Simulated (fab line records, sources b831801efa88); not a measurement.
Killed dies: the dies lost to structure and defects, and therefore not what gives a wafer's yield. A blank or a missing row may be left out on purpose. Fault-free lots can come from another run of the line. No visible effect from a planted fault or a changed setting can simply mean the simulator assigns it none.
fab line records / flow sky130 / part 2 of 2: steps 31 to 40 of 40
[record] lots = 5 wafers = 15 last_day = 49
route steps=708 shown CAPM@537 METAL3@555 VIA3@573
lots with no fault: from the same line, run without faults
start_h: the number of hours between the record's first day and the start of the first shown wafer of the lot / wait_h: hours from the lot's prior step to this one / " same as the row above / L1.1+2: a single row standing in for several wafers / - no value present, or no start provided / * or withheld: withheld / < > ~ a bound
route shown NAME@n: a module of which the file shows steps, and the number in the route of the first / usual: mean/standard deviation taken from wafers without a fault / same: alike in all rows / chamber/n: place in a boat / sites: readings site by site / _std_site: the standard deviation of these / _edge_site: inner sites' mean taken away from outer sites' mean / radius_mm: for every site, how far away it sits from the centre of the wafer / mask NAME#n: copy n / behind: the tool/chamber that last shaped the wafer / hold: what put the lot on hold/how long, in hours/how the hold closed / device: the transistor (n, p or np) that didn't switch / end of line: tests of these same wafers at the route's end / for a step that has no rows: nothing shown but its recipe / killed: dies that structure and defects cost at the first sort, which is not the same as the wafer's yield / map: a wafer's dies, x killed, . not, _ none there
set.NAME: the setting the step ran with; set.NAME@STEP: the setting that earlier step ran with / model.NAME: the simulator's own value behind a step, which no gauge read
lots at selected steps of the route; one table per step, one row per wafer
services: a tool's chamber out of use, with start hour (start_h, from the record's first day; less than 0 if before it), hours out, and reason
[[steps]]
[step SKY_METAL3_ETCH_17]
[recipe] target = SiO2 stop_on = TiN chemistry = C4F8/O2/Ar source_w = 1500 bias_w = 1200 pressure_mtorr = 40 c4f8_flow_sccm = withheld O2_flow_sccm = 6 Ar_flow_sccm = 300 time_s = 3.9 target_depth_a = 150
[usual] oes_product_au = 0.754/0.0069
lot.wafer=L077.2 tool=rie_diel-03 chamber=3 start_h=915.43 wait_h=0.1 oes_product_au=0.751
lot.wafer=L077.3 tool=rie_diel-03 chamber=2 start_h=915.43 wait_h=0.1 oes_product_au=0.747
lot.wafer=L077.4 tool=rie_diel-03 chamber=0 start_h=915.43 wait_h=0.1 oes_product_au=0.752
lot.wafer=L079.1 tool=rie_diel-02 chamber=0 start_h=963.00 wait_h=0.1 oes_product_au=0.747
lot.wafer=L079.3 tool=rie_diel-02 chamber=3 start_h=963.00 wait_h=0.1 oes_product_au=0.749
lot.wafer=L079.4 tool=rie_diel-02 chamber=2 start_h=963.00 wait_h=0.1 oes_product_au=0.749
lot.wafer=L081.2 tool=rie_diel-02 chamber=1 start_h=964.15 wait_h=0.1 oes_product_au=0.754
lot.wafer=L081.5 tool=rie_diel-02 chamber=0 start_h=964.15 wait_h=0.1 oes_product_au=0.755
lot.wafer=L081.6 tool=rie_diel-02 chamber=3 start_h=964.15 wait_h=0.1 oes_product_au=0.761
lot.wafer=L084.2 tool=rie_diel-04 chamber=0 start_h=968.50 wait_h=0.1 oes_product_au=0.764
lot.wafer=L084.4 tool=rie_diel-04 chamber=2 start_h=968.50 wait_h=0.1 oes_product_au=0.760
lot.wafer=L084.5 tool=rie_diel-04 chamber=2 start_h=968.50 wait_h=0.1 oes_product_au=0.766
lot.wafer=L089.1 tool=rie_diel-03 chamber=0 start_h=1023.02 wait_h=0.1 oes_product_au=0.746
lot.wafer=L089.3 tool=rie_diel-03 chamber=2 start_h=1023.02 wait_h=0.1 oes_product_au=0.748
lot.wafer=L089.4 tool=rie_diel-03 chamber=0 start_h=1023.02 wait_h=0.1 oes_product_au=0.759
[step SKY_METAL3_METAL_ETCH_18]
[recipe] target_depth_a = 8450 stop_on = SiO2 over_etch_frac = 0.3 time_s = 183.1 chemistry = Cl2/BCl3 resist_sidewall_deg = 88 pressure_mtorr = 10 icp_w = 900 bias_w = 48.5 Cl2_flow_sccm = 60 bcl3_flow_sccm = 30
[usual] drypump_motor_current_A = 5.7/0.44 oes_product_au = 0.866/0.0061 throttle_valve_pct = 22.265/0.0089
lot.wafer=L077.2 tool=rie_metal-04 chamber=0 start_h=915.45 wait_h=0.0 drypump_motor_current_A=5.7 oes_product_au=0.866 rf_hours_counter_h=8 throttle_valve_pct=22.274
lot.wafer=L077.3 tool=rie_metal-04 chamber=1 start_h=915.45 wait_h=0.0 drypump_motor_current_A=6.0 oes_product_au=0.857 rf_hours_counter_h=- throttle_valve_pct=22.270
lot.wafer=L077.4 tool=rie_metal-04 chamber=0 start_h=915.45 wait_h=0.0 drypump_motor_current_A=5.7 oes_product_au=0.867 rf_hours_counter_h=- throttle_valve_pct=22.272
lot.wafer=L079.1 tool=rie_metal-02 chamber=1 start_h=963.02 wait_h=0.0 drypump_motor_current_A=5.1 oes_product_au=0.875 rf_hours_counter_h=7 throttle_valve_pct=22.268
lot.wafer=L079.3 tool=rie_metal-02 chamber=1 start_h=963.02 wait_h=0.0 drypump_motor_current_A=5.1 oes_product_au=0.870 rf_hours_counter_h=- throttle_valve_pct=22.269
lot.wafer=L079.4 tool=rie_metal-02 chamber=0 start_h=963.02 wait_h=0.0 drypump_motor_current_A=4.9 oes_product_au=0.863 rf_hours_counter_h=- throttle_valve_pct=22.270
lot.wafer=L081.2 tool=rie_metal-04 chamber=0 start_h=964.17 wait_h=0.0 drypump_motor_current_A=5.7 oes_product_au=0.872 rf_hours_counter_h=10 throttle_valve_pct=22.262
lot.wafer=L081.5 tool=rie_metal-04 chamber=0 start_h=964.17 wait_h=0.0 drypump_motor_current_A=5.7 oes_product_au=0.875 rf_hours_counter_h=- throttle_valve_pct=22.287
lot.wafer=L081.6 tool=rie_metal-04 chamber=1 start_h=964.17 wait_h=0.0 drypump_motor_current_A=6.0 oes_product_au=0.881 rf_hours_counter_h=- throttle_valve_pct=22.259
lot.wafer=L084.2 tool=rie_metal-03 chamber=1 start_h=968.51 wait_h=0.0 drypump_motor_current_A=6.3 oes_product_au=0.865 rf_hours_counter_h=5 throttle_valve_pct=22.270
lot.wafer=L084.4 tool=rie_metal-03 chamber=0 start_h=968.51 wait_h=0.0 drypump_motor_current_A=5.4 oes_product_au=0.852 rf_hours_counter_h=- throttle_valve_pct=22.263
lot.wafer=L084.5 tool=rie_metal-03 chamber=1 start_h=968.51 wait_h=0.0 drypump_motor_current_A=6.3 oes_product_au=0.864 rf_hours_counter_h=- throttle_valve_pct=22.270
lot.wafer=L089.1 tool=rie_metal-04 chamber=0 start_h=1023.05 wait_h=0.0 drypump_motor_current_A=5.7 oes_product_au=0.872 rf_hours_counter_h=14 throttle_valve_pct=22.249
lot.wafer=L089.3 tool=rie_metal-04 chamber=0 start_h=1023.05 wait_h=0.0 drypump_motor_current_A=5.7 oes_product_au=0.865 rf_hours_counter_h=- throttle_valve_pct=22.268
lot.wafer=L089.4 tool=rie_metal-04 chamber=1 start_h=1023.05 wait_h=0.0 drypump_motor_current_A=6.0 oes_product_au=0.870 rf_hours_counter_h=- throttle_valve_pct=22.280
[step SKY_METAL3_STRIP_19]
[recipe] chemistry = O2/N2 power_w = 1400 pressure_mtorr = 1500 platen_temp_c = withheld o2_flow_sccm = 3000 n2_flow_sccm = 300 overash_fraction = 0.5
[usual] drypump_motor_current_A = 5.66/0.2 oes_product_au = 0.501/0.0051 strip_time_to_endpoint_s = 6.51/0.066
lot.wafer=L077.2 tool=plasma_asher-04 chamber=0 start_h=915.63 wait_h=0.1 drypump_motor_current_A=5.83 oes_product_au=0.503 rf_hours_counter_h=17 strip_time_to_endpoint_s=6.64
lot.wafer=L077.3 tool=plasma_asher-04 chamber=0 start_h=915.63 wait_h=0.1 drypump_motor_current_A=5.81 oes_product_au=0.500 rf_hours_counter_h=- strip_time_to_endpoint_s=6.57
lot.wafer=L077.4 tool=plasma_asher-04 chamber=1 start_h=915.63 wait_h=0.1 drypump_motor_current_A=5.81 oes_product_au=0.501 rf_hours_counter_h=- strip_time_to_endpoint_s=6.68
lot.wafer=L079.1 tool=plasma_asher-04 chamber=0 start_h=963.19 wait_h=0.1 drypump_motor_current_A=5.82 oes_product_au=0.507 rf_hours_counter_h=21 strip_time_to_endpoint_s=6.48
lot.wafer=L079.3 tool=plasma_asher-04 chamber=1 start_h=963.19 wait_h=0.1 drypump_motor_current_A=5.82 oes_product_au=0.495 rf_hours_counter_h=- strip_time_to_endpoint_s=6.46
lot.wafer=L079.4 tool=plasma_asher-04 chamber=0 start_h=963.19 wait_h=0.1 drypump_motor_current_A=5.85 oes_product_au=0.507 rf_hours_counter_h=- strip_time_to_endpoint_s=6.47
lot.wafer=L081.2 tool=plasma_asher-04 chamber=0 start_h=964.34 wait_h=0.1 drypump_motor_current_A=5.84 oes_product_au=0.505 rf_hours_counter_h=22 strip_time_to_endpoint_s=6.51
lot.wafer=L081.5 tool=plasma_asher-04 chamber=0 start_h=964.34 wait_h=0.1 drypump_motor_current_A=5.86 oes_product_au=0.501 rf_hours_counter_h=- strip_time_to_endpoint_s=6.45
lot.wafer=L081.6 tool=plasma_asher-04 chamber=1 start_h=964.34 wait_h=0.1 drypump_motor_current_A=5.82 oes_product_au=0.497 rf_hours_counter_h=- strip_time_to_endpoint_s=6.37
lot.wafer=L084.2 tool=plasma_asher-01 chamber=0 start_h=968.69 wait_h=0.1 drypump_motor_current_A=5.48 oes_product_au=0.499 rf_hours_counter_h=116 strip_time_to_endpoint_s=6.43
lot.wafer=L084.4 tool=plasma_asher-01 chamber=0 start_h=968.69 wait_h=0.1 drypump_motor_current_A=5.48 oes_product_au=0.503 rf_hours_counter_h=- strip_time_to_endpoint_s=6.52
lot.wafer=L084.5 tool=plasma_asher-01 chamber=0 start_h=968.69 wait_h=0.1 drypump_motor_current_A=5.47 oes_product_au=0.492 rf_hours_counter_h=- strip_time_to_endpoint_s=6.46
lot.wafer=L089.1 tool=plasma_asher-03 chamber=0 start_h=1023.22 wait_h=0.1 drypump_motor_current_A=5.39 oes_product_au=0.499 rf_hours_counter_h=90 strip_time_to_endpoint_s=6.57
lot.wafer=L089.3 tool=plasma_asher-03 chamber=1 start_h=1023.22 wait_h=0.1 drypump_motor_current_A=5.49 oes_product_au=0.495 rf_hours_counter_h=- strip_time_to_endpoint_s=6.48
lot.wafer=L089.4 tool=plasma_asher-03 chamber=0 start_h=1023.22 wait_h=0.1 drypump_motor_current_A=5.39 oes_product_au=0.505 rf_hours_counter_h=- strip_time_to_endpoint_s=6.45
[step SKY_METAL3_STRIP_20]
[recipe] chemistry = post_etch_residue_remover time_s = 1200 temp_c = 72.5
[usual] bath_heat_duty_pct = 14.6/1.2
lot.wafer=L077.2 tool=wet_bench-04 chamber=1 start_h=915.73 wait_h=0.1 bath_heat_duty_pct=15.3
lot.wafer=L077.3 tool=wet_bench-04 chamber=1 start_h=915.73 wait_h=0.1 bath_heat_duty_pct=16.2
lot.wafer=L077.4 tool=wet_bench-04 chamber=1 start_h=915.73 wait_h=0.1 bath_heat_duty_pct=14.0
lot.wafer=L079.1 tool=wet_bench-04 chamber=2 start_h=963.29 wait_h=0.1 bath_heat_duty_pct=15.0
lot.wafer=L079.3 tool=wet_bench-04 chamber=2 start_h=963.29 wait_h=0.1 bath_heat_duty_pct=13.3
lot.wafer=L079.4 tool=wet_bench-04 chamber=2 start_h=963.29 wait_h=0.1 bath_heat_duty_pct=13.6
lot.wafer=L081.2 tool=wet_bench-04 chamber=1 start_h=964.44 wait_h=0.1 bath_heat_duty_pct=14.2
lot.wafer=L081.5 tool=wet_bench-04 chamber=1 start_h=964.44 wait_h=0.1 bath_heat_duty_pct=14.9
lot.wafer=L081.6 tool=wet_bench-04 chamber=1 start_h=964.44 wait_h=0.1 bath_heat_duty_pct=14.4
lot.wafer=L084.2 tool=wet_bench-04 chamber=2 start_h=968.79 wait_h=0.1 bath_heat_duty_pct=12.5
lot.wafer=L084.4 tool=wet_bench-04 chamber=2 start_h=968.79 wait_h=0.1 bath_heat_duty_pct=12.4
lot.wafer=L084.5 tool=wet_bench-04 chamber=2 start_h=968.79 wait_h=0.1 bath_heat_duty_pct=13.0
lot.wafer=L089.1 tool=wet_bench-04 chamber=2 start_h=1023.32 wait_h=0.1 bath_heat_duty_pct=13.6
lot.wafer=L089.3 tool=wet_bench-04 chamber=2 start_h=1023.32 wait_h=0.1 bath_heat_duty_pct=14.2
lot.wafer=L089.4 tool=wet_bench-04 chamber=2 start_h=1023.32 wait_h=0.1 bath_heat_duty_pct=15.0
[step SKY_METAL3_CLEAN_21]
[recipe] chemistry = IPA time_s = 180 temp_c = 25
[usual] bath_heat_duty_pct = 6.7/1.1
lot.wafer=L077.2 tool=wet_bench-03 chamber=0 start_h=916.07 wait_h=0.0 bath_heat_duty_pct=6.8
lot.wafer=L077.3 tool=wet_bench-03 chamber=0 start_h=916.07 wait_h=0.0 bath_heat_duty_pct=6.6
lot.wafer=L077.4 tool=wet_bench-03 chamber=0 start_h=916.07 wait_h=0.0 bath_heat_duty_pct=5.8
lot.wafer=L079.1 tool=wet_bench-03 chamber=2 start_h=963.67 wait_h=0.0 bath_heat_duty_pct=5.5
lot.wafer=L079.3 tool=wet_bench-03 chamber=2 start_h=963.67 wait_h=0.0 bath_heat_duty_pct=6.2
lot.wafer=L079.4 tool=wet_bench-03 chamber=2 start_h=963.67 wait_h=0.0 bath_heat_duty_pct=6.1
lot.wafer=L081.2 tool=wet_bench-04 chamber=1 start_h=964.82 wait_h=0.0 bath_heat_duty_pct=6.1
lot.wafer=L081.5 tool=wet_bench-04 chamber=1 start_h=964.82 wait_h=0.0 bath_heat_duty_pct=6.1
lot.wafer=L081.6 tool=wet_bench-04 chamber=1 start_h=964.82 wait_h=0.0 bath_heat_duty_pct=5.5
lot.wafer=L084.2 tool=wet_bench-02 chamber=3 start_h=969.17 wait_h=0.0 bath_heat_duty_pct=8.4
lot.wafer=L084.4 tool=wet_bench-02 chamber=3 start_h=969.17 wait_h=0.0 bath_heat_duty_pct=9.3
lot.wafer=L084.5 tool=wet_bench-02 chamber=3 start_h=969.17 wait_h=0.0 bath_heat_duty_pct=8.5
lot.wafer=L089.1 tool=wet_bench-04 chamber=1 start_h=1023.67 wait_h=0.0 bath_heat_duty_pct=6.8
lot.wafer=L089.3 tool=wet_bench-04 chamber=1 start_h=1023.67 wait_h=0.0 bath_heat_duty_pct=6.6
lot.wafer=L089.4 tool=wet_bench-04 chamber=1 start_h=1023.67 wait_h=0.0 bath_heat_duty_pct=6.9
[step SKY_METAL3_CLEAN_22]
[recipe] chemistry = O3/DIW dry = n2_spin
lot.wafer=L077.2+3+4 tool=wet_bench-04 chamber=1 start_h=916.14 wait_h=0.0
lot.wafer=L079.1+3+4 tool=wet_bench-04 chamber=0 start_h=963.72 wait_h=0.0
lot.wafer=L081.2+5+6 tool=wet_bench-03 chamber=3 start_h=964.88 wait_h=0.0
lot.wafer=L084.2+4+5 tool=wet_bench-04 chamber=2 start_h=969.28 wait_h=0.0
lot.wafer=L089.1+3+4 tool=wet_bench-02 chamber=0 start_h=1023.72 wait_h=0.0
[step SKY_VIA3_HDPCVD_00]
[recipe] material = SiO2 target_thk_nm = 1635 sigma_open_frac = 0.3 time_s = 272.5 temp_c = 400 sih4_flow_sccm = 60 pressure_mtorr = 6
lot.wafer=L077.2+3+4 tool=hdpcvd-01 chamber=0,2,2 start_h=916.23 wait_h=0.0
lot.wafer=L079.1+3+4 tool=hdpcvd-01 chamber=0,1,1 start_h=963.82 wait_h=0.0
lot.wafer=L081.2+5+6 tool=hdpcvd-01 chamber=0,1,0 start_h=964.97 wait_h=0.0
lot.wafer=L084.2+4+5 tool=hdpcvd-02 chamber=2,1,2 start_h=969.38 wait_h=0.0
lot.wafer=L089.1+3+4 tool=hdpcvd-01 chamber=0,1,0 start_h=1023.82 wait_h=0.0
[step SKY_VIA3_THK_MEAS_01]
[recipe] reads = SiO2_of_VIA3_HDPCVD_00
[usual] VIA3_HDPCVD_THK = 1642/16
lot.wafer=L077.2 tool=film_metro-02 chamber=- start_h=916.41 wait_h=0.1 VIA3_HDPCVD_THK[nm]=1652
lot.wafer=L077.3 tool=film_metro-02 chamber=- start_h=916.41 wait_h=0.1 VIA3_HDPCVD_THK[nm]=1634
lot.wafer=L077.4 tool=film_metro-02 chamber=- start_h=916.41 wait_h=0.1 VIA3_HDPCVD_THK[nm]=1627
lot.wafer=L079.1 tool=film_metro-02 chamber=- start_h=963.99 wait_h=0.1 VIA3_HDPCVD_THK[nm]=1645
lot.wafer=L079.3 tool=film_metro-02 chamber=- start_h=963.99 wait_h=0.1 VIA3_HDPCVD_THK[nm]=1647
lot.wafer=L079.4 tool=film_metro-02 chamber=- start_h=963.99 wait_h=0.1 VIA3_HDPCVD_THK[nm]=1638
lot.wafer=L081.2 tool=film_metro-03 chamber=- start_h=965.15 wait_h=0.1 VIA3_HDPCVD_THK[nm]=1646
lot.wafer=L081.5 tool=film_metro-03 chamber=- start_h=965.15 wait_h=0.1 VIA3_HDPCVD_THK[nm]=1650
lot.wafer=L081.6 tool=film_metro-03 chamber=- start_h=965.15 wait_h=0.1 VIA3_HDPCVD_THK[nm]=1663
lot.wafer=L084.2 tool=film_metro-04 chamber=- start_h=969.56 wait_h=0.1 VIA3_HDPCVD_THK[nm]=1638
lot.wafer=L084.4 tool=film_metro-04 chamber=- start_h=969.56 wait_h=0.1 VIA3_HDPCVD_THK[nm]=1624
lot.wafer=L084.5 tool=film_metro-04 chamber=- start_h=969.56 wait_h=0.1 VIA3_HDPCVD_THK[nm]=1629
lot.wafer=L089.1 tool=film_metro-02 chamber=- start_h=1023.98 wait_h=0.1 VIA3_HDPCVD_THK[nm]=1673
lot.wafer=L089.3 tool=film_metro-02 chamber=- start_h=1023.98 wait_h=0.1 VIA3_HDPCVD_THK[nm]=1658
lot.wafer=L089.4 tool=film_metro-02 chamber=- start_h=1023.98 wait_h=0.1 VIA3_HDPCVD_THK[nm]=1663
[step SKY_VIA3_CMP_02]
[recipe] material = SiO2 down_force_psi = 4 platen_rpm = 60 pad_velocity_m_s = 0.94248
[usual] motor_current_A = 11.8/0.97
lot.wafer=L077.3 tool=cmp-01 chamber=1 start_h=916.46 wait_h=0.0 motor_current_A=10.6
lot.wafer=L077.4 tool=cmp-01 chamber=2 start_h=916.46 wait_h=0.0 motor_current_A=13.6
lot.wafer=L077.2 tool=cmp-01 chamber=3 start_h=916.46 wait_h=0.0 motor_current_A=10.6
lot.wafer=L079.3 tool=cmp-01 chamber=1 start_h=964.05 wait_h=0.0 motor_current_A=10.8
lot.wafer=L079.1 tool=cmp-01 chamber=2 start_h=964.05 wait_h=0.0 motor_current_A=14.0
lot.wafer=L079.4 tool=cmp-01 chamber=0 start_h=964.05 wait_h=0.0 motor_current_A=13.6
lot.wafer=L081.2 tool=cmp-02 chamber=1 start_h=965.30 wait_h=0.1 motor_current_A=11.3
lot.wafer=L081.5 tool=cmp-02 chamber=3 start_h=965.30 wait_h=0.1 motor_current_A=11.1
lot.wafer=L081.6 tool=cmp-02 chamber=0 start_h=965.30 wait_h=0.1 motor_current_A=12.2
lot.wafer=L084.4 tool=cmp-01 chamber=3 start_h=969.61 wait_h=0.0 motor_current_A=11.3
lot.wafer=L084.2 tool=cmp-01 chamber=0 start_h=969.61 wait_h=0.0 motor_current_A=12.6
lot.wafer=L084.5 tool=cmp-01 chamber=0 start_h=969.61 wait_h=0.0 motor_current_A=12.4
lot.wafer=L089.3 tool=cmp-02 chamber=1 start_h=1024.04 wait_h=0.0 motor_current_A=10.9
lot.wafer=L089.1 tool=cmp-02 chamber=2 start_h=1024.04 wait_h=0.0 motor_current_A=11.6
lot.wafer=L089.4 tool=cmp-02 chamber=3 start_h=1024.04 wait_h=0.0 motor_current_A=11.3
[step SKY_VIA3_BOW_MEAS_03]
[recipe] mode = bow
[usual] VIA3_BOW = 80/6.1
lot.wafer=L077.2 tool=film_metro-02 chamber=- start_h=916.78 wait_h=0.2 VIA3_BOW[um]=89
lot.wafer=L077.3 tool=film_metro-02 chamber=- start_h=916.78 wait_h=0.2 VIA3_BOW[um]=86
lot.wafer=L077.4 tool=film_metro-02 chamber=- start_h=916.78 wait_h=0.2 VIA3_BOW[um]=95
lot.wafer=L079.1 tool=film_metro-02 chamber=- start_h=964.35 wait_h=0.2 VIA3_BOW[um]=74
lot.wafer=L079.3 tool=film_metro-02 chamber=- start_h=964.35 wait_h=0.2 VIA3_BOW[um]=82
lot.wafer=L079.4 tool=film_metro-02 chamber=- start_h=964.35 wait_h=0.2 VIA3_BOW[um]=85
lot.wafer=L081.2 tool=film_metro-03 chamber=- start_h=965.52 wait_h=0.2 VIA3_BOW[um]=69
lot.wafer=L081.5 tool=film_metro-03 chamber=- start_h=965.52 wait_h=0.2 VIA3_BOW[um]=86
lot.wafer=L081.6 tool=film_metro-03 chamber=- start_h=965.52 wait_h=0.2 VIA3_BOW[um]=79
lot.wafer=L084.2 tool=film_metro-04 chamber=- start_h=969.93 wait_h=0.2 VIA3_BOW[um]=91
lot.wafer=L084.4 tool=film_metro-04 chamber=- start_h=969.93 wait_h=0.2 VIA3_BOW[um]=86
lot.wafer=L084.5 tool=film_metro-04 chamber=- start_h=969.93 wait_h=0.2 VIA3_BOW[um]=79
lot.wafer=L089.1 tool=film_metro-04 chamber=- start_h=1024.34 wait_h=0.2 VIA3_BOW[um]=87
lot.wafer=L089.3 tool=film_metro-04 chamber=- start_h=1024.34 wait_h=0.2 VIA3_BOW[um]=73
lot.wafer=L089.4 tool=film_metro-04 chamber=- start_h=1024.34 wait_h=0.2 VIA3_BOW[um]=81
[[services]]
tool=rie_diel-03 chamber=3 start_h=845.05 hours=2.0 kind=repair
tool=plasma_asher-04 chamber=- start_h=847.49 hours=0.5 kind=repair
tool=pvd_sputter-02 chamber=- start_h=850.07 hours=1.9 kind=repair
tool=rie_metal-02 chamber=0 start_h=854.29 hours=30.0 kind=repair
tool=hdpcvd-01 chamber=2 start_h=860.01 hours=12.4 kind=repair
tool=rie_diel-02 chamber=2 start_h=860.46 hours=1.6 kind=repair
tool=cmp-01 chamber=- start_h=861.58 hours=4.8 kind=pm
tool=krf_scanner-02 chamber=- start_h=867.36 hours=0.8 kind=pm
tool=rie_diel-03 chamber=2 start_h=869.44 hours=5.7 kind=repair
tool=cmp-01 chamber=- start_h=884.46 hours=1.6 kind=repair
tool=krf_scanner-02 chamber=- start_h=889.31 hours=3.6 kind=pm
tool=wet_bench-03 chamber=- start_h=890.89 hours=3.8 kind=repair
tool=cmp-01 chamber=- start_h=901.76 hours=2.8 kind=repair
tool=krf_scanner-02 chamber=- start_h=902.63 hours=0.8 kind=pm
tool=krf_scanner-02 chamber=- start_h=909.35 hours=1.3 kind=pm
tool=plasma_asher-04 chamber=- start_h=909.60 hours=2.8 kind=pm
tool=iline_stepper-02 chamber=- start_h=940.01 hours=2.1 kind=pm
tool=rie_metal-04 chamber=- start_h=967.80 hours=1.4 kind=repair
tool=rie_metal-02 chamber=- start_h=994.45 hours=1.2 kind=repair
tool=krf_scanner-02 chamber=- start_h=996.45 hours=1.0 kind=pm
tool=krf_scanner-02 chamber=- start_h=997.45 hours=3.0 kind=pm
tool=rie_metal-02 chamber=1 start_h=998.34 hours=22.1 kind=repair
tool=wet_bench-04 chamber=- start_h=1009.16 hours=1.9 kind=pm
tool=rie_metal-02 chamber=0 start_h=1015.91 hours=9.0 kind=repair
